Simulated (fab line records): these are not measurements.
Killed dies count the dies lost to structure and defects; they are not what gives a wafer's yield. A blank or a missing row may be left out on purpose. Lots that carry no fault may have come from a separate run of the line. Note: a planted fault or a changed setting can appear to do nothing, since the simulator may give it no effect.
Split-lot trial + flow sky130 + 23 wafers read across 5 lots, on a route 708 steps long

## THE SPLIT
At SKY_SD_N_IMPLANT_09, the setting energy-kev was moved away from the recipe's 50 on 8 of the 23 wafers read, by -5.1% to -2.4%. The other wafers ran this setting at the recipe's value.

## FROM THE SPLIT TO THE READING: what the file shows between them, 4 steps
- SKY_SD_N_IMPLANT_10
- SKY_SD_N_STRIP_11: strips in O2/N2
- SKY_SD_N_CLEAN_13: cleans in SC1/SC2, time 150 s
- SKY_SD_N_RTA_14: time 2 s

## THE READING
Measured at SKY_SD_N_RS_MEAS_16 by four-point probe: SD_N_RS, in ohm/sq. On this fab line, fault-free wafers typically give 68.57 ohm/sq with a standard deviation of 0.12 ohm/sq.

| wafer  | tool, chamber at the split | energy-kev as run | against the recipe | SD_N_RS, ohm/sq | against lot-mates on the recipe |
|--------|----------------------------|-------------------|--------------------|-----------------|---------------------------------|
| L076.1 | implanter-04, 0            | 50                | recipe             | 68.53           | -                               |
| L076.2 | implanter-04, 0            | 50                | recipe             | 68.68           | -                               |
| L076.3 | implanter-04, 0            | 50                | recipe             | 68.49           | -                               |
| L076.5 | implanter-04, 0            | 50                | recipe             | 68.56           | -                               |
| L076.6 | implanter-04, 0            | 50                | recipe             | 68.57           | -                               |
| L080.1 | implanter-04, 0            | 48.81             | -2.4%              | 69.37           | +0.84                           |
| L080.3 | implanter-04, 0            | 48.81             | -2.4%              | 69.58           | +1.05                           |
| L080.4 | implanter-04, 0            | 50                | recipe             | 68.47           | -                               |
| L080.5 | implanter-04, 0            | 50                | recipe             | 68.59           | -                               |
| L080.6 | implanter-04, 0            | 48.81             | -2.4%              | 69.57           | +1.04                           |
| L082.1 | implanter-04, 0            | 48.19             | -3.6%              | 69.85           | +1.25                           |
| L082.2 | implanter-04, 0            | 48.19             | -3.6%              | 69.78           | +1.19                           |
| L082.3 | implanter-04, 0            | 50                | recipe             | 68.61           | -                               |
| L082.5 | implanter-04, 0            | 48.19             | -3.6%              | 70.07           | +1.47                           |
| L082.6 | implanter-04, 0            | 50                | recipe             | 68.58           | -                               |
| L083.4 | implanter-01, 0            | 50                | recipe             | 68.56           | -                               |
| L083.5 | implanter-01, 0            | 50                | recipe             | 68.56           | -                               |
| L083.6 | implanter-01, 0            | 50                | recipe             | 68.52           | -                               |
| L085.2 | implanter-04, 0            | 50                | recipe             | 68.50           | -                               |
| L085.3 | implanter-04, 0            | 47.45             | -5.1%              | 70.53           | +1.99                           |
| L085.4 | implanter-04, 0            | 47.45             | -5.1%              | 70.56           | +2.02                           |
| L085.5 | implanter-04, 0            | 50                | recipe             | 68.47           | -                               |
| L085.6 | implanter-04, 0            | 50                | recipe             | 68.66           | -                               |

FIT RESULTS
A straight line over all 23 wafers: SD_N_RS changes by -0.384 ohm/sq for each +1% of energy-kev; r = -0.99; the points scatter about the line by 0.082 ohm/sq.
The same after taking each lot's own level away (the mean of its wafers on the recipe; 23 wafers): -0.383 ohm/sq for each +1%; r = -0.99; scatter 0.088 ohm/sq.
That fit puts the effect of the largest move of energy-kev on the reading at 2 ohm/sq.
Across the lots, their own levels run from 68.530 to 68.595 ohm/sq, a range of 0.5 times the standard deviation given above.
So the lot-to-lot level changes the slope little: the two slopes agree.
Check: +1.95 ohm/sq against its lot-mates is what the line predicts for one of the wafers moved furthest among these (-5.1%) when that wafer is left out of the fit. It came out at +1.99 ohm/sq against them.

## OTHER SPLITS ON THESE WAFERS
Before the reading, these wafers also passed through other splits. Each is held against what the fit with the lots' levels taken away leaves over:
| other split on the same wafers    | wafers away from the commonest value | r with SD_N_RS (lot level and that fit taken away) |
|-----------------------------------|--------------------------------------|----------------------------------------------------|
| SKY_LDD_P_COAT_02 resist-thk-nm   | 6                                    | -0.33                                              |
| SKY_LDD_P_IMPLANT_09 dose-cm2     | 7                                    | -0.38                                              |
| SKY_LDD_LDN_IMPLANT_10 energy-kev | 8                                    | -0.12                                              |
| SKY_SD_P_IMPLANT_09 energy-kev    | 10                                   | -0.09                                              |

## THE WHOLE CHAIN: every reading that the file lists as answering this split, in the file's order
| step                | what it does                 | reading                                                         | change (the file's fit)               | r (the file's) |
|---------------------|------------------------------|-----------------------------------------------------------------|---------------------------------------|----------------|
| SKY_SD_N_IMPLANT_09 |                              | implant.rp-nm (the simulator's own value, which no gauge read)  | +0.26 nm for each +1% of the setting  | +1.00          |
| SKY_SD_N_IMPLANT_09 |                              | implant.drp-nm (the simulator's own value, which no gauge read) | +0.106 nm for each +1% of the setting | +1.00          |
| SKY_SD_N_STRIP_11   | strips in O2/N2              | strip-time-to-endpoint-s                                        | withheld for each +1% of the setting  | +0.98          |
| SKY_SD_N_RS_MEAS_16 | measures by four-point-probe | SD_N_RS                                                         | -0.386 for each +1% of the setting    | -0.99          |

## THE FILE'S OWN FIT
SD_N_RS changes by -0.386 ohm/sq for each +1% of energy-kev, r = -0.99.
